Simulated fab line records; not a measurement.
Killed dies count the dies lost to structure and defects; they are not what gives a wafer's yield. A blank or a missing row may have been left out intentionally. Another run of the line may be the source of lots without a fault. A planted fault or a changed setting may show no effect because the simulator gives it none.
Split-lot trial	flow sfq line	13 wafers read across 5 lots, on a route 325 steps long

== THE SPLIT ITSELF ==
At SFQ_TRILAYER_M1_LITHO_COAT_039 (resist thk 600 nm), the setting spin rpm was moved away from the recipe's 3000 rpm on 5 of the 13 wafers read, by -5.5% to +6.0%. For the rest of the wafers, this setting stayed at what the recipe calls for.

== BETWEEN THE SPLIT AND THE READING: the file shows 1 step in between ==
- SFQ_TRILAYER_M1_BARC_OPEN_METAL_ETCH_054: etches BARC in O2, target depth 125 nm, time 41.7 s (also split here: icp w)

== THE READING ==
KrF_of_TRILAYER_M1_LITHO_COAT_039.thk nm (the simulator's own value, which no gauge read), in nm, at SFQ_TRILAYER_M1_ETCH_METAL_ETCH_042 (etches Nb in Cl2/Ar, stops on SiO2, target depth 240 nm, time 120 s). No usual value for it is given in the file. Here, 8 wafers ran the recipe; their average is 379.9 nm with a standard deviation of 3.3 nm.

wafer	tool, chamber at the split	spin rpm as run, rpm	against the recipe	KrF_of_TRILAYER_M1_LITHO_COAT_039.thk nm, nm	against lot-mates on the recipe
L076.1	litho track-04, 0	3126	+4.2%	366.2	-15.5
L076.2	litho track-04, 0	3126	+4.2%	367.4	-14.3
L076.4	litho track-04, 0	3000	recipe	381.7	-
L078.1	litho track-04, 0	3181	+6.0%	367.9	-14.5
L078.2	litho track-04, 0	3000	recipe	382.4	-
L079.4	litho track-02, 0	3105	+3.5%	369.4	-10.6
L079.5	litho track-02, 0	3000	recipe	380	-
L080.2	litho track-03, 0	3000	recipe	380.7	-
L080.3	litho track-03, 0	3000	recipe	382.6	-
L080.6	litho track-03, 0	3000	recipe	381.9	-
L081.1	litho track-04, 0	2836	-5.5%	391.8	+16.8
L081.3	litho track-04, 0	3000	recipe	371.9	-
L081.4	litho track-04, 0	3000	recipe	378.2	-

FIT RESULTS
A straight line over all 13 wafers: KrF_of_TRILAYER_M1_LITHO_COAT_039.thk nm changes by -2.45 nm for each +1% of spin rpm; r = -0.92; the points scatter about the line by 3.2 nm.
The same after taking each lot's own level away (the mean of its wafers on the recipe; 13 wafers): -2.99 nm for each +1%; r = -0.98; scatter 2 nm.
The reading moves by 18 nm for the largest change in spin rpm, on that fit.
The lots' own levels span 375.05 to 382.40 nm, that is 2.2 times the standard deviation above.
So the lot-to-lot level changes the slope: the two fits differ.
Check: for one of the wafers moved furthest among these (+6.0%), held out of the fit, the line's prediction against its lot-mates is -19.9 nm. It came out at -14.5 nm against them.

== THE OTHER SPLITS THESE WAFERS WENT THROUGH ==
These wafers also went through other splits before the reading. Each is held against what the fit with the lots' levels taken away leaves over:
other split on the same wafers	wafers away from the commonest value	r with KrF_of_TRILAYER_M1_LITHO_COAT_039.thk nm (lot level and that fit taken away)
SFQ_TRILAYER_INCOMING_OXIDATION_002 ox time s	8	-0.50
SFQ_TRILAYER_L0_LITHO_COAT_010 spin rpm	3	-0.12
SFQ_TRILAYER_L0_ETCH_METAL_ETCH_008 time s	6	+0.33
SFQ_TRILAYER_L0_VIA_LITHO_EXPOSE_014 dose mj	6	-0.32
SFQ_TRILAYER_M0_DEP_SPUTTER_019 power w	5	+0.21
SFQ_TRILAYER_M0_ETCH_METAL_ETCH_024 bias w	5	+0.38
SFQ_TRILAYER_I0_VIA_LITHO_EXPOSE_032 dose mj	3	-0.30
SFQ_TRILAYER_M1_DEP_SPUTTER_037 time s	0	-
SFQ_TRILAYER_M1_BARC_OPEN_METAL_ETCH_054 icp w	4	-0.50

== THE WHOLE CHAIN: every reading that the file lists as answering this split, in the file's order ==
step	what it does	reading	change (the file's fit)	r (the file's)
SFQ_TRILAYER_M1_LITHO_COAT_039	resist thk 600 nm	KrF_of_TRILAYER_M1_LITHO_COAT_039.thk nm (the simulator's own value, which no gauge read)	-3.09 nm for each +1% of the setting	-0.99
SFQ_TRILAYER_M1_BARC_OPEN_METAL_ETCH_054	etches BARC in O2, target depth 125 nm, time 41.7 s	KrF_of_TRILAYER_M1_LITHO_COAT_039.thk nm (the simulator's own value, which no gauge read)	-2.93 nm for each +1% of the setting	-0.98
SFQ_TRILAYER_M1_ETCH_METAL_ETCH_042	etches Nb in Cl2/Ar, stops on SiO2, target depth 240 nm, time 120 s	KrF_of_TRILAYER_M1_LITHO_COAT_039.thk nm (the simulator's own value, which no gauge read)	-2.95 nm for each +1% of the setting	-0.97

== FILE'S OWN FIT ==
KrF_of_TRILAYER_M1_LITHO_COAT_039.thk nm changes by -2.95 nm for each +1% of spin rpm, r = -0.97.
